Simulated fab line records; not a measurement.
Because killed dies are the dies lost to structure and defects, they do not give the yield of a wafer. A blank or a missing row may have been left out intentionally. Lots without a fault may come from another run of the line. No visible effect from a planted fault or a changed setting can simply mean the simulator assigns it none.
Which tool was responsible? -- flow sky130 -- Sampling: 14 lots, 41 wafers, 2 of 708 route steps

WHAT EACH GAUGE READ, for each wafer
SKY_SD_N_RS_MEAS_17: a four-point-probe measurement.
lot,measured,on,SD_P_RS (ohm/sq)
L668,day 28 04:10,film-metro-03,147.0 147.2 147.4
L669,day 28 14:10,film-metro-04,147.5 147.3 147.9
L670,day 29 06:43,film-metro-02,147.1 147.0 146.5
L672,day 29 12:49,film-metro-02,147.3 147.5 147.1
L674,day 30 06:40,film-metro-04,147.1 147.0 146.9
L676,day 31 02:32,film-metro-04,148.0 147.9 147.4
L677,day 31 12:36,film-metro-04,146.9 147.1 147.1
L678,day 31 19:37,film-metro-03,146.9 146.9 147.0
L679,day 32 06:39,film-metro-02,146.6 147.1 146.3
L681,day 32 13:48,film-metro-04,147.0 147.5 147.0
L682,day 32 16:48,film-metro-02,147.4 147.0 147.0
L683,day 33 00:34,film-metro-02,146.8 146.4 146.2
L685,day 33 19:46,film-metro-04,147.0 147.7
L687,day 34 10:25,film-metro-04,147.5 147.9 147.6

SKY_SD_N_RS_MEAS_18: a four-point-probe measurement.
lot,measured,on,RES_XHIGH_RS (ohm/sq)
L668,day 28 04:17,film-metro-03,334.0 335.0 334.7
L669,day 28 14:17,film-metro-04,334.1 334.1 332.2
L670,day 29 06:50,film-metro-02,334.6 334.2 333.0
L672,day 29 12:56,film-metro-02,336.1 335.9 336.0
L674,day 30 06:47,film-metro-04,333.0 332.0 334.6
L676,day 31 02:40,film-metro-04,334.1 334.9 333.2
L677,day 31 12:43,film-metro-04,332.7 332.9 332.1
L678,day 31 19:44,film-metro-03,333.0 334.6 333.0
L679,day 32 06:46,film-metro-02,332.4 333.1 331.7
L681,day 32 13:55,film-metro-04,334.9 335.0 334.8
L682,day 32 16:55,film-metro-02,333.1 331.9 332.4
L683,day 33 00:41,film-metro-02,333.5 333.7 334.0
L685,day 33 19:53,film-metro-04,335.8 336.0
L687,day 34 10:32,film-metro-04,335.3 333.9 335.5

EACH LOT AND THE TOOL THAT RAN IT (in order: tool; ch and the chambers of the sampled wafers; start)
The record shows no process step preceding these readings.

WHAT THE TOOLS THEMSELVES READ (means of the sampled wafers that have a number; where no wafer has one, the mark that the record gives instead)
The record holds no such reading with a usual standard deviation.

THE ANSWER, worked out from the rows above alone
Rule: the usual values come from the lots themselves. Put in order of their means at a reading, lots are off if they are a third of the lots or fewer, leave a main group of 4 or more, and stand apart from it by a gap of 3 or more times the standard deviation of the main group's means; of several such gaps the widest counts. A main group whose means are all the same, to the digits that the tables above print for the reading, isn't used. A lot without any number at a reading at which 4 lots or more have one is off too. Where the step has rows for the other lots, those lots are counted as sound. The gauges are gone through in route order, then the tools' own readings, and for those a lot's mean is taken as printed above. The first step at which some lot is off is used, and at that step the reading that is off furthest; a lot without a number counts as furthest.
No lot is off on any of the readings shown, so nothing can be concluded from this.

WHAT THE SIMULATOR HAD PUT IN
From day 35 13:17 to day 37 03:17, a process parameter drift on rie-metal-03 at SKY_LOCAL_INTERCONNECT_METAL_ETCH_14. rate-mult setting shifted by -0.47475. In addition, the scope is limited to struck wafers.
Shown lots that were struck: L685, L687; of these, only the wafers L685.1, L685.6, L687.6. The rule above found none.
